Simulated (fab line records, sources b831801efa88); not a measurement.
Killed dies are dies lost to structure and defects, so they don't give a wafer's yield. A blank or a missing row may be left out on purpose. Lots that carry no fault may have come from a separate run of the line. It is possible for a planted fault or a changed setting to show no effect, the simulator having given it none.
8D (eight disciplines) problem report, filled in by code || flow gf180mcu || the parts of the form that need people (team, actions taken, sign-off) are left out

## 1. PROBLEM STATEMENT
rfFwdPowerW at GF_V3_ETCH_16 reads a mean of 414.9 W on 6 wafers of 2 lots; wafers without a fault read 495.2 W with a standard deviation of 2. Relative to the usual mean, that is a shift of -40 standard deviations.
The step: etches BARC in N2/H2.
First observed at day 26 06:32: wafer L545.3, on rieDiel-03. The record has a number at this step for 39 wafers belonging to 13 lots. The rule behind "out" and "out of limits": a value lying over 4 standard deviations away from the usual mean. The rest of the wafers with a number are treated as sound.

## 2. WHAT IT IS, AND WHAT IT ISN'T
{"question": "which readings at this step", "is": "rfFwdPowerW", "is not": "biasW, chamberPressureMTorr, drypumpMotorCurrentA, oesProductAu, throttleValvePct"}
{"question": "which lots", "is": "L545, L549", "is not": "L534, L535, L538, L540, L542, L543, L544, L552, L555, L556, L557"}
{"question": "which wafers of those lots", "is": "all that have a number", "is not": "-"}
{"question": "read on which tools", "is": "rieDiel-03", "is not": "rieDiel-01, rieDiel-04"}
{"question": "when", "is": "from day 26 06:32", "is not": "up to then (21 sound wafers); but 12 sound wafers of L552, L555, L556, L557 came after"}

## 3. SUSPECTS, AND WHAT RULES EACH OUT
Counting: any tool at a process step up to the reading is kept as a suspect provided that every lot that is out went through it and no sound lot did after the first of them.
- rieDiel-03 at GF_V3_ETCH_16 (etches BARC in N2/H2): kept. It ran every lot that is out, first L545 (day 26 06:32), and no sound lot after that; its last sound lot up to then is L544 (day 25 22:44). On those wafers its own readings are out: rfFwdPowerW.
Remaining after the count: rieDiel-03 at GF_V3_ETCH_16.

## 4. THE CAUSE (what the simulator had put in)
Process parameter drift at GF_V3_ETCH_16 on rieDiel-03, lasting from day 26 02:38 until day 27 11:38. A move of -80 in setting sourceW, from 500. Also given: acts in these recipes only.
Counting left only this tool.

## 5. SEQUENCE OF EFFECTS, ordered by route
One row per reading whose mean, taken over the struck wafers that have a number, lies over 3 standard deviations from the usual. Only readings for which the record gives a usual standard deviation are gone through. hours: the time from each lot's start at the first step in this table that gives one to its start at this step, as a median over the lots. sigmas: the change in usual standard deviations.
{"hours": 0, "step": "GF_V3_ETCH_16", "reading": "rfFwdPowerW", "usual": "495.2 W", "on struck wafers": 414.9, "change": -80.3, "sigmas": -40}
Its process steps:
- GF_V3_ETCH_16: etches BARC in N2/H2.

## 6. HOW IT WOULD HAVE BEEN CAUGHT EARLIER
In this record no reading fell out of limits until day 26 06:32, 4 hours after the fault had begun at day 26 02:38.
